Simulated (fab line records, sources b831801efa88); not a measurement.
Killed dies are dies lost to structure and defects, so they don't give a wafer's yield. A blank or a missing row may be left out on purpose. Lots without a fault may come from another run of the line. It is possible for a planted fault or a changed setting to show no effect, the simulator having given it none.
A sampling plan put to the test + flow gf180mcu + 54 faults told of in these records, all on one fab line, each judged by the records of the lots it struck
Plan = the line's own looks (route steps where a gauge or an inspection reads the wafer without altering it). A look is open to judgement when struck wafers have a number at it and the file gives its usual mean and standard deviation on fault-free wafers. Caught: 4 or more of those standard deviations (sigma) separate the usual mean from the mean of the struck wafers at a look after the fault's first step. On the tool: the same test on the tool's own readings at the fault's steps. Caught also covers a different recipe on the struck wafers, or a record left blank for those wafers only.

THE FAULTS, as the simulator had put them in
1. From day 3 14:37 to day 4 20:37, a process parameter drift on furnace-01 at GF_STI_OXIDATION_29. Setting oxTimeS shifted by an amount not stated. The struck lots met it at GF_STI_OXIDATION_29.
2. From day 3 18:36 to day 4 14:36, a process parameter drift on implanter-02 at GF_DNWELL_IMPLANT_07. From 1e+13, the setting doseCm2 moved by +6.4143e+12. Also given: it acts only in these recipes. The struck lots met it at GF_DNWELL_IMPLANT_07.
3. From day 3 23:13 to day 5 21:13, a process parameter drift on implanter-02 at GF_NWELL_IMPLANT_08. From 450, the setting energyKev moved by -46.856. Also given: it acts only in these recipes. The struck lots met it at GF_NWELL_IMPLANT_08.
4. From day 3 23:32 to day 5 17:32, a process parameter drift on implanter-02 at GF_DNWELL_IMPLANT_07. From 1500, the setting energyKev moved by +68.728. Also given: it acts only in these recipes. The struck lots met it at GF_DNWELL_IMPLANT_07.
5. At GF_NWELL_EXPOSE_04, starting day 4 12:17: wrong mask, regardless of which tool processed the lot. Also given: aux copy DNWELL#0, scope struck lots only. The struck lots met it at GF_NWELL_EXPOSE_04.
6. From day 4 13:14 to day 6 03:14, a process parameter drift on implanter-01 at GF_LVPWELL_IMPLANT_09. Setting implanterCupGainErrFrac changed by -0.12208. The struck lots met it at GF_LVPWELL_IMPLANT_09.
7. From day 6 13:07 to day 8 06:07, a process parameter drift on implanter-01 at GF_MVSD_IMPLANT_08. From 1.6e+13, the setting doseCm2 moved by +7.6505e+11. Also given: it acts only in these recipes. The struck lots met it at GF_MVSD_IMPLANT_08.
8. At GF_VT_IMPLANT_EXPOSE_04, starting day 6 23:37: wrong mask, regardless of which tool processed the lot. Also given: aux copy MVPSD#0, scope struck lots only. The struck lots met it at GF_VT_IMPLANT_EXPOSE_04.
9. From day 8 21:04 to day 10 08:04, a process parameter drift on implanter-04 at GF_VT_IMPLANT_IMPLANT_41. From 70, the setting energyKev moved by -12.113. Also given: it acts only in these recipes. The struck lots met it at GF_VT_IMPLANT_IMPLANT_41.
10. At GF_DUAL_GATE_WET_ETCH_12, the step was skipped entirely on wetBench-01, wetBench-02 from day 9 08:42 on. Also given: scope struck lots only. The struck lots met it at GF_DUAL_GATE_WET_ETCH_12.
11. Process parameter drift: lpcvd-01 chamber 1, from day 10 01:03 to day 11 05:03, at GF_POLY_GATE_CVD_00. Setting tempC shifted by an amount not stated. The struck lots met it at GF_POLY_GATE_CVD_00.
12. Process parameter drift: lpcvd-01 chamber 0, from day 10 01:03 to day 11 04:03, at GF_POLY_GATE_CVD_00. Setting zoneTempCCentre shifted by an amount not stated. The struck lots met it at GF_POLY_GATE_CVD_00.
13. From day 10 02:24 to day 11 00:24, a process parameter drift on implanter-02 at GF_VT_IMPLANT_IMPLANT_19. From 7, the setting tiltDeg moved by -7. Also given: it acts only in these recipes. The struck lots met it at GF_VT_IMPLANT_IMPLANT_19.
14. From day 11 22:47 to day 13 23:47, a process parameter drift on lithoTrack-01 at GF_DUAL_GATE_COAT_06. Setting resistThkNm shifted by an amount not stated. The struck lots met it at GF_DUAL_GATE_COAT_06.
15. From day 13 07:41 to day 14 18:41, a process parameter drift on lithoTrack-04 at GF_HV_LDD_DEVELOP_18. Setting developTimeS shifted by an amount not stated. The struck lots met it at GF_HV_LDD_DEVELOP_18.
16. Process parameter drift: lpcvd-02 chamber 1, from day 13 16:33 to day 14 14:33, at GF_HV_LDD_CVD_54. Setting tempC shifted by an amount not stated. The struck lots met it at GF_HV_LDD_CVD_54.
17. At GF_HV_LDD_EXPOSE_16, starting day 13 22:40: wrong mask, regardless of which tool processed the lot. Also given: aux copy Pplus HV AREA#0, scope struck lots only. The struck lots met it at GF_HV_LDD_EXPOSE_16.
18. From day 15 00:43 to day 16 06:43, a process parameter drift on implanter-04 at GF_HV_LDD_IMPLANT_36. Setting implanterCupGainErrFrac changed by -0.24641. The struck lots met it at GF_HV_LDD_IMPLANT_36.
19. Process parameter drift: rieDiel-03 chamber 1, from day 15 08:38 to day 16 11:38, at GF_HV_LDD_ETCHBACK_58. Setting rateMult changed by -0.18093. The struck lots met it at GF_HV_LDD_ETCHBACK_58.
20. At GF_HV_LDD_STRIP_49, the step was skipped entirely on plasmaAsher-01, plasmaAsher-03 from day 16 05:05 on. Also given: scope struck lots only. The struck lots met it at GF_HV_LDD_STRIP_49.
21. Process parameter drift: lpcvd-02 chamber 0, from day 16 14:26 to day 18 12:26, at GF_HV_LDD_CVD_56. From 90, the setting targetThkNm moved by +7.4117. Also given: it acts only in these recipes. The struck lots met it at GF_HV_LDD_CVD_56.
22. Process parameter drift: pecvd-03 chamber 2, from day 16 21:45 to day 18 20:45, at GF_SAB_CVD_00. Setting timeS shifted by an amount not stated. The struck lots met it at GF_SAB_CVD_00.
23. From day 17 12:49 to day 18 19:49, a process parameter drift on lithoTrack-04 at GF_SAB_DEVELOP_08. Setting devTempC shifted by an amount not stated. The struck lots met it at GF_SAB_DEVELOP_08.
24. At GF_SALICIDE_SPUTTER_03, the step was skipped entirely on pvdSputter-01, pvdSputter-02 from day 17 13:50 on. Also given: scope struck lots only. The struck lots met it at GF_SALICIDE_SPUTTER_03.
25. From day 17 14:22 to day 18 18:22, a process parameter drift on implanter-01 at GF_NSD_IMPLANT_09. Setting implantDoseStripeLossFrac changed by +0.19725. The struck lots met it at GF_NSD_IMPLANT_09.
26. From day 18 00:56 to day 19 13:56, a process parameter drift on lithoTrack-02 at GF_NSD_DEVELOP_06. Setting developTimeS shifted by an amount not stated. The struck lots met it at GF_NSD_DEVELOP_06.
27. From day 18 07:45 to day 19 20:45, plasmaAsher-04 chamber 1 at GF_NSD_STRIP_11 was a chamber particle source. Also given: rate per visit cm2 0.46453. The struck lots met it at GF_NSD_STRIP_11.
28. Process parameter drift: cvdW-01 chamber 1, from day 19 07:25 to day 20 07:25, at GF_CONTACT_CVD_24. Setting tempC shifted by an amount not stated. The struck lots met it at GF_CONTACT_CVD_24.
29. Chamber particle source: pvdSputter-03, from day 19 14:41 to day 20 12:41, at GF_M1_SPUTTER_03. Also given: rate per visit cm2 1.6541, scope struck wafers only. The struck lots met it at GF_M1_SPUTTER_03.
30. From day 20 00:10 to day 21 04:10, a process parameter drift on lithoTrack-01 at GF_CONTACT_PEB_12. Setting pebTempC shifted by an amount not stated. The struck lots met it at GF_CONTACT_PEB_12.
31. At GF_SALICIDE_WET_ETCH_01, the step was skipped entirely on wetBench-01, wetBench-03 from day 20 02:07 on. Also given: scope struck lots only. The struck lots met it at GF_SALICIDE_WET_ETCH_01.
32. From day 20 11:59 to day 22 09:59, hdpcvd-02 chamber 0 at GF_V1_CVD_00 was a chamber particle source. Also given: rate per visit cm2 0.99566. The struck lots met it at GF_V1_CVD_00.
33. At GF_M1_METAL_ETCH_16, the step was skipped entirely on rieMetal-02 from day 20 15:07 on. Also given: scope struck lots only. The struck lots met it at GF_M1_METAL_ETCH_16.
34. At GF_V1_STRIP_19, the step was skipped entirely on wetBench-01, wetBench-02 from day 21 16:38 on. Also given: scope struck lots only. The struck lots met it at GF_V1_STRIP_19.
35. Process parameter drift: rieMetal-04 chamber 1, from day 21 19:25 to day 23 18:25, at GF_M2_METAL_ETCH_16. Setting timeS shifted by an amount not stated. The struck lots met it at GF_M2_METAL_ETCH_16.
36. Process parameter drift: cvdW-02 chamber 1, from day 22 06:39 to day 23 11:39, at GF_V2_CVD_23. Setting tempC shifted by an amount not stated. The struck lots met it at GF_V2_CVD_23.
37. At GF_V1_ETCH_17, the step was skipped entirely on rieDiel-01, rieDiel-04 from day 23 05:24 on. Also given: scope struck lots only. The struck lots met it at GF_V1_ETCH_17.
38. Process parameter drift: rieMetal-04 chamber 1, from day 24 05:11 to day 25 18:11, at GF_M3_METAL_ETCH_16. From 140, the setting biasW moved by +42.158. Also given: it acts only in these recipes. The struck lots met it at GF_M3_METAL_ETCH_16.
39. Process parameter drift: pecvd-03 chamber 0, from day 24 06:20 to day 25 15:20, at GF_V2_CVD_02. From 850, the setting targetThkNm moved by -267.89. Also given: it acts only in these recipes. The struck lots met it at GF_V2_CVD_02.
40. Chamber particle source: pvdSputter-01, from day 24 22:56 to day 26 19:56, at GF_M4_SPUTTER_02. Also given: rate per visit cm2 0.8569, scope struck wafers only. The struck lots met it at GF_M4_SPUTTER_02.
41. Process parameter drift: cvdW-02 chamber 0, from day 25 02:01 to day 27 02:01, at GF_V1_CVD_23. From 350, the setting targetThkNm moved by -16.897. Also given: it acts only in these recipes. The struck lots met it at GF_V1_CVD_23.
42. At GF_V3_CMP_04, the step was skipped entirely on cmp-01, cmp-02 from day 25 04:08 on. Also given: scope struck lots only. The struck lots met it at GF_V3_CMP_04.
43. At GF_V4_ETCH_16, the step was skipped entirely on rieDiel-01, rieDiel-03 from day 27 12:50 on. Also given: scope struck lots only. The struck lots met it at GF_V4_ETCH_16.
44. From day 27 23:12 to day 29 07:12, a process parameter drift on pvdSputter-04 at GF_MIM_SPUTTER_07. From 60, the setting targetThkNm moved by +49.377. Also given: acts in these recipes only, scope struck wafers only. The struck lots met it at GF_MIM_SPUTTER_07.
45. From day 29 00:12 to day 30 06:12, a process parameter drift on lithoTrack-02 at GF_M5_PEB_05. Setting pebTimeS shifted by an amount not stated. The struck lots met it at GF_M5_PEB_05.
46. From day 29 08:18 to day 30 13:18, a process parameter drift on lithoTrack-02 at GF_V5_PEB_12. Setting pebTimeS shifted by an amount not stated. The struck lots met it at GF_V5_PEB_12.
47. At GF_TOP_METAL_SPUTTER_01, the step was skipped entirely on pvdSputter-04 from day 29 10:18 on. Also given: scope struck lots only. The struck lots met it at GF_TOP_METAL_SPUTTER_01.
48. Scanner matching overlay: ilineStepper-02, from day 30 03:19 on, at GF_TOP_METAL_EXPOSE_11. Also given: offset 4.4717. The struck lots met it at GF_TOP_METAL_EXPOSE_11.
49. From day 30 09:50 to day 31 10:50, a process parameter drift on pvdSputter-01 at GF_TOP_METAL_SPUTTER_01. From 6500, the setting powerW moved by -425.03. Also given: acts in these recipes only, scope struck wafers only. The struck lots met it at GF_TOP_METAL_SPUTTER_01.
50. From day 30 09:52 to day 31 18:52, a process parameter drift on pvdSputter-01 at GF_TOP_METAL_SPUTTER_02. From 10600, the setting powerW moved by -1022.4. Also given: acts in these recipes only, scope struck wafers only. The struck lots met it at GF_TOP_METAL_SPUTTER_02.
51. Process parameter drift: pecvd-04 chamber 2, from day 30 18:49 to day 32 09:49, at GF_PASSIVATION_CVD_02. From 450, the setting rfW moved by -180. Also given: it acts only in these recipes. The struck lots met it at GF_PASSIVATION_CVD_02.
52. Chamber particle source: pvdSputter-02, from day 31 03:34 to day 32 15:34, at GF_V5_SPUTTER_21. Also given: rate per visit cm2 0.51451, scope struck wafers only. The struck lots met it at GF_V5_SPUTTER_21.
53. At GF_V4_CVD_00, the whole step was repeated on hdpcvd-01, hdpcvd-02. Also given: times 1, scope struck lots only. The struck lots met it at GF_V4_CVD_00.
54. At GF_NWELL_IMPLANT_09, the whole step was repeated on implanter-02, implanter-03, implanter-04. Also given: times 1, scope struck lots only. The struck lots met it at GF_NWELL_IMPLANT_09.

WHAT THE PLAN SAW
| fault | on the tool itself                               | first look that catches it                      | reading, sigma                                             | median hours from its first step to that look | hours from the fault's start to the first struck lot there | judged looks passed uncaught |
|-------|--------------------------------------------------|-------------------------------------------------|------------------------------------------------------------|-----------------------------------------------|------------------------------------------------------------|------------------------------|
| 1     | under 2 sigma                                    | GF_STI_THK_MEAS_30                              | STI_OXIDATION_02_THK +5.9                                  | 1.4                                           | 4                                                          | 0                            |
| 2     | doseIonsCm2 +99 or beyond sigma                  | GF_DNWELL_TW_MEAS_09                            | DNWELL_TW +16                                              | 0.2                                           | 3                                                          | 0                            |
| 3     | beamEnergyKeV -99 or beyond sigma                | GF_VT_IMPLANT_RS_MEAS_47                        | NWELL_RS +7.9                                              | 107.5                                         | 110                                                        | 1                            |
| 4     | beamEnergyKeV +99 or beyond sigma                | no look after it can be judged                  | -                                                          | -                                             | -                                                          | 0                            |
| 5     | no reading that can be judged                    | GF_NWELL_TW_MEAS_11                             | NWELL_TW -90                                               | 7.4                                           | 10                                                         | 0                            |
| 6     | beamOnS +7.1 sigma                               | GF_VT_IMPLANT_RS_MEAS_48                        | LVPWELL_RS -8.7                                            | 94.9                                          | 96                                                         | 0                            |
| 7     | doseIonsCm2 +48 sigma                            | GF_VT_IMPLANT_RS_MEAS_46                        | MVSD_RS -8.5                                               | 84.5                                          | 86                                                         | 0                            |
| 8     | under 2 sigma                                    | GF_VT_IMPLANT_TW_MEAS_10                        | VT_IMPLANT_TW -86                                          | 7.8                                           | 11                                                         | 0                            |
| 9     | beamEnergyKeV -99 or beyond sigma                | GF_VT_IMPLANT_TW_MEAS_43                        | VT_IMPLANT_4_TW -4.4                                       | 0.2                                           | 9                                                          | 0                            |
| 10    | the tool's record is blank for the struck wafers | no look after it can be judged                  | -                                                          | -                                             | -                                                          | 0                            |
| 11    | susceptorTempC +43 sigma                         | GF_POLY_GATE_THK_MEAS_01                        | POLY_GATE_CVD_00_THK +39                                   | 1.3                                           | 17                                                         | 0                            |
| 12    | spikeTcCentreC +7.0 sigma                        | GF_POLY_GATE_THK_MEAS_01                        | POLY_GATE_CVD_00_THK +7.0                                  | 1.3                                           | 13                                                         | 0                            |
| 13    | tiltDeg -99 or beyond sigma                      | GF_VT_IMPLANT_TW_MEAS_21                        | VT_IMPLANT_2_TW -9.2                                       | 0.2                                           | 2                                                          | 0                            |
| 14    | no reading that can be judged                    | not the one look that can be judged after it    | -                                                          | -                                             | -                                                          | 1                            |
| 15    | no reading that can be judged                    | GF_HV_LDD_CD_MEAS_19                            | cdNm -4.0                                                  | 0.1                                           | 7                                                          | 0                            |
| 16    | spikeTcLowerC +11 sigma                          | GF_HV_LDD_THK_MEAS_55                           | HV_LDD_CVD_54_THK +34                                      | 1.0                                           | 0                                                          | 0                            |
| 17    | no reading that can be judged                    | GF_HV_LDD_TW_MEAS_23                            | HV_LDD_2_TW -93                                            | 10.9                                          | 13                                                         | 0                            |
| 18    | beamOnS +14 sigma                                | GF_HV_LDD_RS_MEAS_53                            | HV_LDD_RS -6.9                                             | 22.6                                          | 30                                                         | 0                            |
| 19    | only faintly: oesProductAu -2.2 sigma            | none of the 6 looks that can be judged after it | -                                                          | -                                             | -                                                          | 6                            |
| 20    | the tool's record is blank for the struck wafers | no look after it can be judged                  | -                                                          | -                                             | -                                                          | 0                            |
| 21    | no reading that can be judged                    | GF_HV_LDD_THK_MEAS_57                           | HV_LDD_CVD_56_THK +8.5                                     | 1.4                                           | 8                                                          | 0                            |
| 22    | under 2 sigma                                    | GF_SAB_THK_MEAS_01                              | SAB_CVD_00_THK -7.2                                        | 0.0                                           | 12                                                         | 0                            |
| 23    | developerTempC +9.4 sigma                        | none of the 2 looks that can be judged after it | strongest: cdNm at GF_SAB_CD_MEAS_09, +2.1                 | -                                             | -                                                          | 2                            |
| 24    | the tool's record is blank for the struck wafers | GF_SALICIDE_RS_MEAS_04                          | SALICIDE_TIN_RS +28                                        | 0.1                                           | 5                                                          | 0                            |
| 25    | under 2 sigma                                    | GF_PSD_RS_MEAS_14                               | NSD_RS +8.3                                                | 24.2                                          | 30                                                         | 0                            |
| 26    | under 2 sigma                                    | GF_NSD_CD_MEAS_07                               | cdNm +16                                                   | 0.1                                           | 5                                                          | 0                            |
| 27    | under 2 sigma                                    | not the one look that can be judged after it    | -                                                          | -                                             | -                                                          | 1                            |
| 28    | susceptorTempC -35 sigma                         | GF_CONTACT_RS_MEAS_25                           | CONTACT_W_RS +12                                           | 0.1                                           | 4                                                          | 0                            |
| 29    | under 2 sigma                                    | none of the 7 looks that can be judged after it | -                                                          | -                                             | -                                                          | 7                            |
| 30    | heaterPowerTotalW +14 sigma                      | none of the 2 looks that can be judged after it | strongest: cdNm at GF_CONTACT_CD_MEAS_14, +2.2             | -                                             | -                                                          | 2                            |
| 31    | the tool's record is blank for the struck wafers | no look after it can be judged                  | -                                                          | -                                             | -                                                          | 0                            |
| 32    | under 2 sigma                                    | none of the 2 looks that can be judged after it | -                                                          | -                                             | -                                                          | 2                            |
| 33    | the tool's record is blank for the struck wafers | no look after it can be judged                  | -                                                          | -                                             | -                                                          | 0                            |
| 34    | the tool's record is blank for the struck wafers | no look after it can be judged                  | -                                                          | -                                             | -                                                          | 0                            |
| 35    | runLengthS +8.4 sigma                            | no look after it can be judged                  | -                                                          | -                                             | -                                                          | 0                            |
| 36    | susceptorTempC -30 sigma                         | GF_V2_RS_MEAS_24                                | V2_W_RS +14                                                | 0.2                                           | 25                                                         | 0                            |
| 37    | the tool's record is blank for the struck wafers | no look after it can be judged                  | -                                                          | -                                             | -                                                          | 0                            |
| 38    | biasW +99 or beyond sigma                        | not the one look that can be judged after it    | -                                                          | -                                             | -                                                          | 1                            |
| 39    | under 2 sigma                                    | GF_V2_THK_MEAS_03                               | V2_CVD_02_THK -24                                          | 0.1                                           | 16                                                         | 0                            |
| 40    | under 2 sigma                                    | no look after it can be judged                  | -                                                          | -                                             | -                                                          | 0                            |
| 41    | under 2 sigma                                    | GF_V1_RS_MEAS_24                                | V1_W_RS +5.3                                               | 0.1                                           | 7                                                          | 0                            |
| 42    | the tool's record is blank for the struck wafers | no look after it can be judged                  | -                                                          | -                                             | -                                                          | 0                            |
| 43    | the tool's record is blank for the struck wafers | no look after it can be judged                  | -                                                          | -                                             | -                                                          | 0                            |
| 44    | under 2 sigma                                    | none of the 2 looks that can be judged after it | -                                                          | -                                             | -                                                          | 2                            |
| 45    | heaterPowerTotalW +31 sigma                      | none of the 2 looks that can be judged after it | strongest: cdNm at GF_M5_CD_MEAS_07, +2.3                  | -                                             | -                                                          | 2                            |
| 46    | heaterPowerTotalW +65 sigma                      | not the one look that can be judged after it    | strongest: cdNm at GF_V5_CD_MEAS_14, -3.1                  | -                                             | -                                                          | 1                            |
| 47    | the tool's record is blank for the struck wafers | no look after it can be judged                  | -                                                          | -                                             | -                                                          | 0                            |
| 48    | no reading that can be judged                    | not the one look that can be judged after it    | strongest: TOP_METAL_OVL at GF_TOP_METAL_OVL_MEAS_15, +3.7 | -                                             | -                                                          | 1                            |
| 49    | cathodeDcPowerW -99 or beyond sigma              | no look after it can be judged                  | -                                                          | -                                             | -                                                          | 0                            |
| 50    | cathodeDcPowerW -99 or beyond sigma              | GF_TOP_METAL_RS_MEAS_05                         | TOP_METAL_ALCU_RS +10                                      | 0.1                                           | 7                                                          | 0                            |
| 51    | rfFwdPowerW -99 or beyond sigma                  | GF_PASSIVATION_THK_MEAS_03                      | PASSIVATION_CVD_02_THK -10                                 | 0.3                                           | 4                                                          | 0                            |
| 52    | under 2 sigma                                    | no look after it can be judged                  | -                                                          | -                                             | -                                                          | 0                            |
| 53    | under 2 sigma                                    | GF_V4_THK_MEAS_01                               | V4_CVD_00_THK +99 or beyond                                | 0.3                                           | -                                                          | 0                            |
| 54    | no reading that can be judged                    | GF_NWELL_TW_MEAS_11                             | NWELL_TW +4.3                                              | 0.5                                           | -                                                          | 0                            |
A dash: this means the fault isn't caught or the number doesn't appear in these records.

Caught at a look: 28 of 54. Caught on the tool: 32 of 54. By one or the other: 45 of 54.
Faults caught by the tool alone: 4, 10, 20, 23, 30, 31, 33, 34, 35, 37, 38, 42, 43, 45, 46, 47, 49.
Caught at a look alone: faults 1, 5, 8, 15, 17, 21, 22, 25, 26, 39, 41, 53, 54.
Caught by neither: faults 14, 19, 27, 29, 32, 40, 44, 48, 52.

THINNER SAMPLING
In the worst case, this is how late the first struck lot would be measured if the look that catches a fault measured only every second or every third lot, by lot number:
| fault | struck lots at that look, in order of time | every lot | every second lot | every third lot |
|-------|--------------------------------------------|-----------|------------------|-----------------|
| 1     | L970, L972, L973                           | 4 h       | 18 h             | may miss all 3  |
| 2     | L502, L503                                 | 3 h       | 8 h              | may miss all 2  |
| 3     | L148, L149, L151                           | 110 h     | 112 h            | may miss all 3  |
| 5     | L488                                       | 10 h      | may miss it      | may miss it     |
| 6     | L847, L851                                 | 96 h      | may miss all 2   | may miss all 2  |
| 7     | L789, L793                                 | 86 h      | may miss all 2   | may miss all 2  |
| 8     | L862                                       | 11 h      | may miss it      | may miss it     |
| 9     | L610, L614                                 | 9 h       | may miss all 2   | may miss all 2  |
| 11    | L210                                       | 17 h      | may miss it      | may miss it     |
| 12    | L626                                       | 13 h      | may miss it      | may miss it     |
| 13    | L388, L390                                 | 2 h       | may miss all 2   | may miss all 2  |
| 15    | L840, L842                                 | 7 h       | may miss all 2   | may miss all 2  |
| 16    | L464, L465, L467, L466                     | 0 h       | 3 h              | 20 h            |
| 17    | L758                                       | 13 h      | may miss it      | may miss it     |
| 18    | L484, L485                                 | 30 h      | 43 h             | may miss all 2  |
| 21    | L608, L609                                 | 8 h       | 17 h             | may miss all 2  |
| 22    | L614                                       | 12 h      | may miss it      | may miss it     |
| 24    | L791, L792, L793                           | 5 h       | 12 h             | 20 h            |
| 25    | L749, L751                                 | 30 h      | may miss all 2   | may miss all 2  |
| 26    | L860, L862                                 | 5 h       | may miss all 2   | may miss all 2  |
| 28    | L105, L106                                 | 4 h       | 9 h              | may miss all 2  |
| 36    | L886                                       | 25 h      | may miss it      | may miss it     |
| 39    | L787, L788                                 | 16 h      | 24 h             | may miss all 2  |
| 41    | L530, L531                                 | 7 h       | 15 h             | may miss all 2  |
| 50    | L221, L222                                 | 7 h       | 12 h             | may miss all 2  |
| 51    | L162, L163                                 | 4 h       | 7 h              | may miss all 2  |
Hours are from the fault's start to the first struck lot that is measured. The test against the limit of 4 sigma pooled every struck wafer, which means one lot taken alone may stay below that limit. Other struck lots may not be in these records.

THE LONGEST TIMED WAY FROM STEP TO LOOK
Fault 3: the median time between GF_NWELL_IMPLANT_08 and GF_VT_IMPLANT_RS_MEAS_47 is 107.5 hours. The look between them that can be judged stayed within 4 sigma: GF_MVPSD_OVL_MEAS_07.
